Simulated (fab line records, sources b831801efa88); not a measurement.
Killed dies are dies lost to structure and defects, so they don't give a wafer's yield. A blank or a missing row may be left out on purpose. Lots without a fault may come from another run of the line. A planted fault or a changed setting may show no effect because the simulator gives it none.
Problem report in the 8D (eight disciplines) form, filled by code | flow gf180mcu | the parts of the form that need people (team, actions taken, sign-off) are left out

1. THE PROBLEM
chamber_o2_ppm at GF_SALICIDE_RTA_08 reads a mean of 1502.000 on 6 wafers of 2 lots; wafers without a fault read 2.002 with a standard deviation of 0.022. That is +99 or more standard deviations from the usual mean.
The step: time 30 s.
First seen on wafer L216.1, day 19 14:12, on rtp_anneal-01. The record holds 42 wafers of 14 lots with a number at this step. Rule for "out", or "out of limits": more than 4 standard deviations from the usual mean. The other wafers with a number count as sound.

2. WHAT IT IS AND WHAT IT IS NOT
question                    | is                     | is not
which readings at this step | chamber_o2_ppm         | lamp_power_pct, wafer_temp_C_max
which lots                  | L216, L217             | L204, L206, L208, L209, L210, L211, L212, L214, L215, L225, L226, L227
which wafers of those lots  | all that have a number | -
read on which tools         | rtp_anneal-01          | rtp_anneal-02
when                        | from day 19 14:12      | up to then (27 sound wafers); but 9 sound wafers of L225, L226, L227 came after

3. SUSPECTS, AND WHAT RULES EACH OUT
Counting: a tool at a process step up to the reading stays a suspect if it ran every lot that is out and no sound lot after the first of them.
- rtp_anneal-01 at GF_SALICIDE_RTA_08 (time 30 s): ruled out as a lasting fault. Sound lots L227 ran on it after its first lot that is out, L216 (day 19 14:12).
Left after counting: nothing in the record.

4. THE CAUSE (what the simulator had put in)
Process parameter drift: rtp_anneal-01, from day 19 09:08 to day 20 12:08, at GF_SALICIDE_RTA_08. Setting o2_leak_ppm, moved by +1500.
Counting ruled it out, wrongly.

5. THE CHAIN OF EFFECTS, in route order
Each row: a reading whose mean over the struck wafers that have a number lies more than 3 standard deviations from the usual. Only readings for which the record gives a usual standard deviation are gone through. hours: the time from each lot's start at the first step in this table that gives one to its start at this step, as a median over the lots. sigmas: the change in usual standard deviations.
hours | step               | reading        | usual | on struck wafers | change    | sigmas
0     | GF_SALICIDE_RTA_08 | chamber_o2_ppm | 2.002 | 1502.000         | +1499.998 | +99 or more
The process steps in it:
- GF_SALICIDE_RTA_08: time 30 s.
Later measuring or inspecting steps at which every struck wafer that the step has a row for has a number for every such reading, and none has moved that far: GF_CONTACT_BOW_MEAS_05.

6. WHAT WOULD HAVE CAUGHT IT SOONER
In this record the first reading out of limits was taken at day 19 14:12, 5 hours after the fault began at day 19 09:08.
